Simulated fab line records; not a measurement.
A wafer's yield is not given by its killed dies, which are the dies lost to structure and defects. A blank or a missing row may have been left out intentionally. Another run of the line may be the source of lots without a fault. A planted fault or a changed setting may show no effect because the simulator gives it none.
Problem report in the 8D (eight disciplines) form, filled by code + flow sfqLine + the parts of the form that need people (team, actions taken, sign-off) are left out

1. THE ISSUE
Wafers without a fault read 30.000 mTorr, standard deviation 0.027; chamberPressureMTorr at SFQ_TRILAYER_I2_VIA_BARC_OPEN_VIA_ETCH_096 reads a mean of 24.005 mTorr on 2 wafers belonging to 2 lots. That is -99 or more standard deviations from the usual mean.
The step: etches BARC in O2, target depth 125 nm, time 41.7 s.
First seen on wafer L712.5, day 46 16:31, on rieDiel-01. Wafers with a number at this step in the record: 42, from 14 lots. Rule for "out" (also "out of limits"): further than 4 standard deviations from the usual mean. All remaining wafers that have a number are taken as sound.

2. WHAT IT IS, AND WHAT IT ISN'T
| question                    | is                   | is not                                                                 |
|-----------------------------|----------------------|------------------------------------------------------------------------|
| which readings at this step | chamberPressureMTorr | drypumpMotorCurrentA, oesProductAu, rfFwdPowerW                        |
| which lots                  | L712, L714           | L692, L693, L694, L695, L696, L697, L698, L699, L700, L701, L702, L703 |
| which wafers of those lots  | L712.5, L714.1       | L712.1, L712.6, L714.2, L714.3                                         |
| read on which tools         | rieDiel-01           | rieDiel-03, rieDiel-04                                                 |
| when                        | from day 46 16:31    | up to then (38 sound wafers); but 2 sound wafers of L714 came after    |

3. SUSPECTS, AND WHAT RULES EACH OUT
Counting: any tool at a process step up to the reading remains a suspect provided it ran every lot that is out. Sound lots after the first of them don't rule it out here, since some wafers of a struck lot are sound.
- rieDiel-01 at SFQ_TRILAYER_I2_VIA_BARC_OPEN_VIA_ETCH_096 (etches BARC in O2, target depth 125 nm, time 41.7 s): kept. It ran every lot that is out, first L712 (day 46 16:31); its last sound lot up to then is L703 (day 37 06:14). Its own chamberPressureMTorr readings are out on those wafers.
- In rieDiel-01 at SFQ_TRILAYER_I2_VIA_BARC_OPEN_VIA_ETCH_096, the wafers that are out were processed in chamber 2 and their sound lot-mates in chambers 0, 1, 3.
The count leaves rieDiel-01 at SFQ_TRILAYER_I2_VIA_BARC_OPEN_VIA_ETCH_096.

4. THE CAUSE (what the simulator had put in)
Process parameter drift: rieDiel-01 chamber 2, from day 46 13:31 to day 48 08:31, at SFQ_TRILAYER_I2_VIA_BARC_OPEN_VIA_ETCH_096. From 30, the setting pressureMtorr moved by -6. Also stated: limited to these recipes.
Only this tool survived the counting.

5. THE EFFECT CHAIN, in route order
Each row: a reading whose mean over the struck wafers that have a number lies more than 3 standard deviations from the usual. Scope: only readings with a usual standard deviation given in the record; hours: median across lots of the time from each lot's start at the first step in this table that gives one to its start at this step; sigmas: change in usual standard deviations.
| hours | step                                       | reading              | usual        | on struck wafers | change | sigmas      |
|-------|--------------------------------------------|----------------------|--------------|------------------|--------|-------------|
| 0     | SFQ_TRILAYER_I2_VIA_BARC_OPEN_VIA_ETCH_096 | chamberPressureMTorr | 30.000 mTorr | 24.005           | -5.995 | -99 or more |
The process steps in it:
- SFQ_TRILAYER_I2_VIA_BARC_OPEN_VIA_ETCH_096: etches BARC in O2, target depth 125 nm, time 41.7 s.
At these later measuring or inspecting steps, every struck wafer for which the step has a row has a number for every such reading, and none has moved that far: SFQ_I3_BOW_MEAS_922.

6. WHAT WOULD HAVE CAUGHT IT SOONER
The fault began at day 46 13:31; the first out-of-limits reading in this record came at day 46 16:31, 3 hours later.
